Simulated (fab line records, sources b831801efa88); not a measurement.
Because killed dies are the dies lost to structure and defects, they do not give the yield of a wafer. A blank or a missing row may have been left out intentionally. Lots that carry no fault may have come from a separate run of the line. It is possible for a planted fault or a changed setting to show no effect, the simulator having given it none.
What tool caused it? ; flow gf180mcu ; Sampling: 12 lots, 36 wafers, 5 of 602 route steps

== WHAT THE GAUGES SHOWED, per wafer ==
GF_V2_THK_MEAS_03. Usual: for V2_CVD_02_THK the level is 850 nm and the standard deviation is 12.
lot;measured;on;V2_CVD_02_THK (nm);flag
L582;day 19 05:36;film-metro-01;843 862 871;
L584;day 20 12:02;film-metro-04;861 855 840;
L585;day 20 17:47;film-metro-04;860 844 864;
L588;day 21 07:50;film-metro-03;859 836 859;
L587;day 21 09:23;film-metro-03;829 851 847;
L590;day 22 00:59;film-metro-04;855 852 864;
L589;day 22 05:32;film-metro-04;1221 1229 1227;OFF
L591;day 22 10:22;film-metro-04;1216 1232 1231;OFF
L598;day 24 20:07;film-metro-01;850 831 863;
L599;day 25 06:10;film-metro-01;844 849 858;
L600;day 25 15:34;film-metro-04;820 844 843;
L605;day 27 00:47;film-metro-03;833 855 851;

GF_V2_OVL_MEAS_15. Usual: for V2_OVL the level is -4 nm and the standard deviation is 5.8.
lot;measured;on;V2_OVL (nm);flag
L582;day 20 06:21;overlay-01;-2 -7 -6;
L584;day 21 12:37;overlay-02;-6 -6 -3;
L585;day 21 18:13;overlay-02;6 -2 0;
L588;day 22 06:52;overlay-01;-11 -12 -13;
L587;day 22 09:19;overlay-01;-3 -11 -10;
L590;day 23 00:35;overlay-01;-3 -1 -5;
L589;day 23 04:59;overlay-02;-5 -3 -2;
L591;day 23 09:51;overlay-02;-4 -3 -8;
L598;day 25 18:23;overlay-02;-6 0 -7;
L599;day 26 04:52;overlay-01;-9 -12 -8;
L600;day 26 13:59;overlay-02;-2 -2 -1;
L605;day 27 21:28;overlay-01;-3 2 -1;

== TOOL THAT RAN EACH LOT (tool first, then ch and the chambers of the sampled wafers, then the start) ==
lot;GF_M2_SPUTTER_00;GF_V2_CVD_02;GF_V2_CMP_04
L582;pvd-sputter-03, day 18 04:16;pecvd-03 ch 0,1,2, day 19 05:32;cmp-01 ch 0,1,2, day 19 05:43
L584;pvd-sputter-03, day 19 10:56;pecvd-03 ch 0,1,2, day 20 11:58;cmp-02 ch 0,2,3, day 20 12:09
L585;pvd-sputter-04, day 19 16:42;pecvd-02 ch 1,2, day 20 17:43;cmp-02 ch 1,2, day 20 17:51
L588;pvd-sputter-01, day 20 06:56;pecvd-02 ch 0,2, day 21 07:45;cmp-01 ch 0,1,2, day 21 07:53
L587;pvd-sputter-01, day 20 07:24;pecvd-03 ch 1,2, day 21 09:19;cmp-02 ch 2,3, day 21 09:30
L590;pvd-sputter-01, day 21 00:21;pecvd-04 ch 0,2, day 22 00:54;cmp-01 ch 2,3, day 22 01:02
L589;pvd-sputter-03, day 21 04:49;pecvd-02 ch 0,1,2, day 22 05:26;cmp-02 ch 1,2, day 22 05:34
L591;pvd-sputter-04, day 21 09:58;pecvd-02 ch 0,1, day 22 10:17;cmp-01 ch 0,3, day 22 10:28
L598;pvd-sputter-03, day 23 20:59;pecvd-03 ch 0,1, day 24 20:02;cmp-02 ch 0,2,3, day 24 20:10
L599;pvd-sputter-04, day 24 04:31;pecvd-02 ch 0,1,2, day 25 06:06;cmp-02 ch 0,2,3, day 25 06:14
L600;pvd-sputter-01, day 24 16:49;pecvd-04 ch 0,2, day 25 15:27;cmp-02 ch 0,1, day 25 15:50
L605;pvd-sputter-04, day 26 02:13;pecvd-03 ch 1,2, day 27 00:44;cmp-02 ch 0,2,3, day 27 00:54
- GF_M2_SPUTTER_00: material Ti, target thk 37.5 nm, time 150 s.
- GF_V2_CVD_02: deposits SiO2 from TEOS, target thk 850 nm, time 94.851 s.
- GF_V2_CMP_04: polishes SiO2.

== WHAT THE TOOLS THEMSELVES READ (means of the sampled wafers that have a number; where no wafer has one, the mark that the record gives instead) ==
GF_M2_SPUTTER_00. Usual: substrate-temp-c 199.99 C, standard deviation 0.16; throttle-valve-pct 29.8 %, standard deviation 1.3.
lot;tool;substrate-temp-c (C);throttle-valve-pct (%);flag
L582;pvd-sputter-03;200.04;28.7;
L584;pvd-sputter-03;199.86;29.7;
L585;pvd-sputter-04;200.11;30.6;
L588;pvd-sputter-01;199.94;28.1;
L587;pvd-sputter-01;200.08;29.9;
L590;pvd-sputter-01;199.93;29.1;
L589;pvd-sputter-03;199.97;30.3;
L591;pvd-sputter-04;199.97;30.8;
L598;pvd-sputter-03;199.85;29.6;
L599;pvd-sputter-04;199.97;31.0;
L600;pvd-sputter-01;199.98;29.1;
L605;pvd-sputter-04;200.15;30.2;

GF_V2_CVD_02. Usual: 677 W for heater-power-w, sd 150.
lot;tool;heater-power-w (W);flag
L582;pecvd-03;663;
L584;pecvd-03;594;
L585;pecvd-02;739;
L588;pecvd-02;836;
L587;pecvd-03;632;
L590;pecvd-04;509;
L589;pecvd-02;814;
L591;pecvd-02;852;
L598;pecvd-03;633;
L599;pecvd-02;798;
L600;pecvd-04;489;
L605;pecvd-03;604;

GF_V2_CMP_04. Usual: edge-zone-pressure-frac 1.001, standard deviation 0.0049; motor-current-A 12.9 A, standard deviation 1.7; time-to-endpoint-s 82 s, standard deviation 7.3.
lot;tool;edge-zone-pressure-frac;motor-current-A (A);time-to-endpoint-s (s);flag
L582;cmp-01;1.003;14.1;90;
L584;cmp-02;1.000;11.0;78;
L585;cmp-02;1.003;13.6;79;
L588;cmp-01;1.001;13.9;90;
L587;cmp-02;1.000;12.4;77;
L590;cmp-01;0.996;13.8;89;
L589;cmp-02;0.998;13.8;225;OFF
L591;cmp-01;1.003;13.6;232;OFF
L598;cmp-02;0.998;10.9;79;
L599;cmp-02;0.996;11.1;83;
L600;cmp-02;0.997;12.5;73;
L605;cmp-02;1.002;11.2;75;

== THE ANSWER, worked out from the rows above alone ==
Rule: a lot is off if the mean of its wafers that have a number lies more than 3 standard deviations from the usual mean. A lot without any number at a reading at which 4 lots or more have one is off too. Where the step has rows for the other lots, those lots are counted as sound. First the gauges in route order, then the tools' own readings, where a lot's mean is used as printed above. The first step at which some lot is off is used, and at that step the reading that is off furthest; a lot without a number counts as furthest.
Off: L589, L591, at GF_V2_THK_MEAS_03 (V2_CVD_02_THK).
If a tool, at a process step before that reading, ran all the lots that are off and no sound lot after the first of them, it fits. Not tried: the gauges at GF_V2_THK_MEAS_03; whatever is off there is also off at GF_V2_CMP_04, on other tools, and gauge error can't account for it. None of those tried fits.

== WHAT WAS PUT IN BY THE SIMULATOR ==
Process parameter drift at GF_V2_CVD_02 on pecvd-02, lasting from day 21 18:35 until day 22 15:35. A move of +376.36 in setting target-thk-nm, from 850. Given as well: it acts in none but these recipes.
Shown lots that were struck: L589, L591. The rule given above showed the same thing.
